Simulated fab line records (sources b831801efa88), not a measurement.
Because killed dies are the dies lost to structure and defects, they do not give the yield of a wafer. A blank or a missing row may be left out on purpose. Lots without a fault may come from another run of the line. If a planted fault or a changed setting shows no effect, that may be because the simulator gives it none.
Matching of chambers | flow sky130 | cmp-02 running SKY_VIA1_CMP_24: 4 sister chambers
The step polishes, stops on SiO2, t overpolish 15 s, target thk 0 nm. 20 wafers are shown with their chamber, then 10 later ones without.

## WAFERS, EACH WITH ITS CHAMBER
wafer  | chamber | motor current A (A) | time to endpoint s (s) | overpolish run s (s)
L258.2 | 1       | 11.6                | 70.1                   | 14.996
L258.3 | 0       | 8.9                 | 65.6                   | 14.992
L258.6 | 1       | 11.6                | 64.9                   | 15.003
L259.1 | 0       | 9.7                 | 62.9                   | 14.991
L259.5 | 0       | 9.4                 | 63.6                   | 15.005
L259.6 | 3       | 10.7                | 62.0                   | 15.003
L260.1 | 0       | 9.4                 | 62.8                   | 14.993
L260.2 | 3       | 10.8                | 61.1                   | 15.006
L260.5 | 0       | 9.3                 | 62.1                   | 15.011
L261.4 | 0       | 9.6                 | 64.2                   | 14.991
L261.5 | 2       | 11.8                | 67.8                   | 14.986
L261.6 | 3       | 10.9                | 66.7                   | 14.996
L267.2 | 2       | 11.2                | 65.4                   | 15.004
L267.3 | 1       | 11.9                | 64.4                   | 14.995
L267.6 | 2       | 12.1                | 62.5                   | 14.998
L269.1 | 3       | 10.8                | 62.7                   | 14.997
L269.3 | 1       | 12.0                | 68.0                   | 15.005
L269.5 | 2       | 11.5                | 69.4                   | 14.981
L272.1 | 1       | 11.9                | 67.8                   | 14.993
L272.5 | 2       | 12.8                | 66.5                   | 14.996

SIGNATURES, as means of the wafers listed above
reading            | chamber 0 | chamber 1 | chamber 2 | chamber 3 | scatter within a chamber
motor current A    | 9.383     | 11.800    | 11.880    | 10.800    | 0.358
time to endpoint s | 63.533    | 67.040    | 66.320    | 63.125    | 2.17
overpolish run s   | 14.99717  | 14.99840  | 14.99300  | 15.00050  | 0.0075
Rule: a wafer's distance from a chamber is the root of the sum, over the readings, of the square of ((its reading less the chamber's mean) divided by the reading's scatter). The wafer belongs to the nearest chamber; if the next one is less than 2 further off, it can't be placed. The scatter: take each reading less its chamber's mean, square it, sum over the shown wafers, divide by the number of wafers less the number of chambers, and take the root.

## WAFERS WITH NO CHAMBER GIVEN
wafer  | motor current A (A) | time to endpoint s (s) | overpolish run s (s)
L272.6 | 11.5                | 66.0                   | 14.995
L273.1 | 11.2                | 66.8                   | 14.988
L273.2 | 9.3                 | 64.9                   | 14.994
L273.4 | 11.9                | 66.0                   | 15.000
L274.2 | 10.6                | 63.6                   | 15.006
L274.4 | 12.1                | 70.4                   | 14.992
L274.6 | 10.4                | 63.4                   | 14.992
L280.3 | 12.4                | 65.7                   | 15.010
L280.4 | 11.7                | 63.8                   | 15.010
L280.6 | 11.4                | 64.0                   | 15.010

## CHAMBER TAKEN BY EACH
wafer  | from the rows above          | in truth
L272.6 | can't be placed: 1 or 2 or 3 | 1
L273.1 | can't be placed: 2 or 1 or 3 | 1
L273.2 | 0                            | 0
L273.4 | can't be placed: 1 or 2      | 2
L274.2 | 3                            | 3
L274.4 | can't be placed: 1 or 2      | 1
L274.6 | can't be placed: 3 or 0      | 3
L280.3 | can't be placed: 1 or 2      | 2
L280.4 | can't be placed: 1 or 2 or 3 | 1
L280.6 | can't be placed: 3 or 1 or 2 | 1
2 of 10 placed correctly. Cannot be placed on the basis of these rows: 8; the candidates contain the true chamber in 8. Wrongly placed: 0.
